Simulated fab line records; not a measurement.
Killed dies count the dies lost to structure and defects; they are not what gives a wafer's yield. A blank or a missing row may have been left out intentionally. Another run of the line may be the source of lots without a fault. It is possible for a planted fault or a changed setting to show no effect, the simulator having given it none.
Which tool is to blame? :: flow gf180mcu :: Sampling: 13 lots, 39 wafers, 4 of 602 route steps

WHAT THE GAUGES SHOWED, per wafer
GF_V1_CD_MEAS_14: target cd 260 nm.
lot: L145
measured: day 19 10:10
on: cd sem-02
cd nm (nm): 261.3 261.0 260.9

lot: L148
measured: day 20 15:10
on: cd sem-01
cd nm (nm): 258.3 258.1 257.9

lot: L149
measured: day 20 23:58
on: cd sem-02
cd nm (nm): 250.1 249.4 249.1

lot: L151
measured: day 21 21:22
on: cd sem-02
cd nm (nm): 250.1 250.1 250.8

lot: L156
measured: day 23 01:28
on: cd sem-02
cd nm (nm): 259.9 260.6 260.4

lot: L159
measured: day 24 12:01
on: cd sem-02
cd nm (nm): 261.1 260.8 260.8

lot: L160
measured: day 24 14:16
on: cd sem-01
cd nm (nm): 259.5 259.5 258.5

lot: L161
measured: day 24 22:50
on: cd sem-02
cd nm (nm): 260.1 260.2 260.3

lot: L162
measured: day 25 04:21
on: cd sem-01
cd nm (nm): 258.0 259.5 259.0

lot: L163
measured: day 25 13:38
on: cd sem-01
cd nm (nm): 261.0 262.0 261.1

lot: L164
measured: day 25 20:09
on: cd sem-02
cd nm (nm): 259.1 259.1 259.7

lot: L166
measured: day 26 11:44
on: cd sem-02
cd nm (nm): 262.2 260.8 261.4

lot: L167
measured: day 26 18:57
on: cd sem-02
cd nm (nm): 260.6 260.4 260.6

GF_V1_OVL_MEAS_15.
lot: L145
measured: day 19 10:16
on: overlay-02
V1_OVL (nm): 5 4 1

lot: L148
measured: day 20 15:17
on: overlay-02
V1_OVL (nm): 2 0 -2

lot: L149
measured: day 21 00:05
on: overlay-02
V1_OVL (nm): -4 -1 -2

lot: L151
measured: day 21 21:29
on: overlay-02
V1_OVL (nm): 1 2 -5

lot: L156
measured: day 23 01:34
on: overlay-02
V1_OVL (nm): 4 2 4

lot: L159
measured: day 24 12:08
on: overlay-02
V1_OVL (nm): 4 -4 1

lot: L160
measured: day 24 14:23
on: overlay-01
V1_OVL (nm): -7 -2 -3

lot: L161
measured: day 24 22:58
on: overlay-02
V1_OVL (nm): 1 7 -6

lot: L162
measured: day 25 04:26
on: overlay-02
V1_OVL (nm): -1 0 2

lot: L163
measured: day 25 13:44
on: overlay-01
V1_OVL (nm): -4 -3 -9

lot: L164
measured: day 25 20:16
on: overlay-02
V1_OVL (nm): 2 4 0

lot: L166
measured: day 26 11:52
on: overlay-01
V1_OVL (nm): -3 2 -3

lot: L167
measured: day 26 19:02
on: overlay-01
V1_OVL (nm): -5 0 -4

WHAT TOOL EACH LOT RAN ON (gives the tool, then ch and the chambers of the sampled wafers, and finally the start)
lot: L145
GF_M1_SPUTTER_04: pvd sputter-01, day 17 08:22
GF_V1_SOFTBAKE_10: litho track-02 ch 0, day 18 21:00

lot: L148
GF_M1_SPUTTER_04: pvd sputter-01, day 18 11:53
GF_V1_SOFTBAKE_10: litho track-02 ch 0, day 20 02:00

lot: L149
GF_M1_SPUTTER_04: pvd sputter-03, day 18 20:58
GF_V1_SOFTBAKE_10: litho track-02 ch 0, day 20 11:00

lot: L151
GF_M1_SPUTTER_04: pvd sputter-04, day 19 18:08
GF_V1_SOFTBAKE_10: litho track-02 ch 0, day 21 09:00

lot: L156
GF_M1_SPUTTER_04: pvd sputter-03, day 21 00:37
GF_V1_SOFTBAKE_10: litho track-04 ch 0, day 22 12:00

lot: L159
GF_M1_SPUTTER_04: pvd sputter-04, day 22 12:49
GF_V1_SOFTBAKE_10: litho track-02 ch 0, day 24 01:00

lot: L160
GF_M1_SPUTTER_04: pvd sputter-03, day 22 15:41
GF_V1_SOFTBAKE_10: litho track-04 ch 0, day 24 03:00

lot: L161
GF_M1_SPUTTER_04: pvd sputter-04, day 23 00:02
GF_V1_SOFTBAKE_10: litho track-02 ch 0, day 24 11:00

lot: L162
GF_M1_SPUTTER_04: pvd sputter-01, day 23 05:22
GF_V1_SOFTBAKE_10: litho track-02 ch 0, day 24 17:00

lot: L163
GF_M1_SPUTTER_04: pvd sputter-01, day 23 16:19
GF_V1_SOFTBAKE_10: litho track-02 ch 0, day 25 03:00

lot: L164
GF_M1_SPUTTER_04: pvd sputter-04, day 23 21:41
GF_V1_SOFTBAKE_10: litho track-01 ch 0, day 25 08:00

lot: L166
GF_M1_SPUTTER_04: pvd sputter-01, day 24 14:09
GF_V1_SOFTBAKE_10: litho track-02 ch 0, day 26 01:00

lot: L167
GF_M1_SPUTTER_04: pvd sputter-01, day 24 22:38
GF_V1_SOFTBAKE_10: litho track-04 ch 0, day 26 08:00
- GF_M1_SPUTTER_04: material TiN, target thk 50 nm, time 41.7 s.
- GF_V1_SOFTBAKE_10: time 60 s.

WHAT THE TOOLS THEMSELVES READ (means of the sampled wafers that have a number; where no wafer has one, the mark that the record gives instead)
GF_M1_SPUTTER_04.
lot: L145
tool: pvd sputter-01
throttle valve pct (%): 31.1

lot: L148
tool: pvd sputter-01
throttle valve pct (%): 30.7

lot: L149
tool: pvd sputter-03
throttle valve pct (%): 29.1

lot: L151
tool: pvd sputter-04
throttle valve pct (%): 29.8

lot: L156
tool: pvd sputter-03
throttle valve pct (%): 28.6

lot: L159
tool: pvd sputter-04
throttle valve pct (%): 29.5

lot: L160
tool: pvd sputter-03
throttle valve pct (%): 28.8

lot: L161
tool: pvd sputter-04
throttle valve pct (%): 29.8

lot: L162
tool: pvd sputter-01
throttle valve pct (%): 31.2

lot: L163
tool: pvd sputter-01
throttle valve pct (%): 30.7

lot: L164
tool: pvd sputter-04
throttle valve pct (%): 30.2

lot: L166
tool: pvd sputter-01
throttle valve pct (%): 31.0

lot: L167
tool: pvd sputter-01
throttle valve pct (%): 31.4

GF_V1_SOFTBAKE_10.
lot: L145
tool: litho track-02
heater power total W (W): 93.01
plate temp C (C): 129.90

lot: L148
tool: litho track-02
heater power total W (W): 93.03
plate temp C (C): 130.06

lot: L149
tool: litho track-02
heater power total W (W): 89.23
plate temp C (C): 125.89

lot: L151
tool: litho track-02
heater power total W (W): 89.15
plate temp C (C): 125.98

lot: L156
tool: litho track-04
heater power total W (W): 93.08
plate temp C (C): 129.97

lot: L159
tool: litho track-02
heater power total W (W): 93.07
plate temp C (C): 129.98

lot: L160
tool: litho track-04
heater power total W (W): 93.10
plate temp C (C): 130.10

lot: L161
tool: litho track-02
heater power total W (W): 93.07
plate temp C (C): 129.88

lot: L162
tool: litho track-02
heater power total W (W): 93.01
plate temp C (C): 129.91

lot: L163
tool: litho track-02
heater power total W (W): 93.03
plate temp C (C): 130.10

lot: L164
tool: litho track-01
heater power total W (W): 93.06
plate temp C (C): 129.92

lot: L166
tool: litho track-02
heater power total W (W): 92.99
plate temp C (C): 130.09

lot: L167
tool: litho track-04
heater power total W (W): 93.01
plate temp C (C): 129.81

THE ANSWER, worked out from the rows above alone
Rule: what is usual is taken from the lots themselves. Put in order of their means at a reading, lots are off if they are a third of the lots or fewer, leave a main group of 4 or more, and stand apart from it by a gap of 3 or more times the standard deviation of the main group's means; of several such gaps the widest counts. A main group whose means are all the same, to the digits that the tables above print for the reading, isn't used. Also off: a lot with no number at a reading for which 4 or more lots have one. All remaining lots with rows at the step are treated as sound. First the gauges in route order, then the tools' own readings, where a lot's mean is used as printed above. At the first step where some lot is off, the reading lying furthest off is the one used; lots without a number count as furthest.
Off: L149, L151, at GF_V1_CD_MEAS_14 (cd nm). For the main group the mean is 260.1 nm and the standard deviation 1.1.
If a tool, at a process step before that reading, ran all the lots that are off and no sound lot after the first of them, it fits. Not tried: the gauges at GF_V1_CD_MEAS_14; whatever is off there is also off at GF_V1_SOFTBAKE_10, on other tools, and gauge error can't account for it. No candidate that was tried fits.

WHAT THE SIMULATOR HAD INSERTED
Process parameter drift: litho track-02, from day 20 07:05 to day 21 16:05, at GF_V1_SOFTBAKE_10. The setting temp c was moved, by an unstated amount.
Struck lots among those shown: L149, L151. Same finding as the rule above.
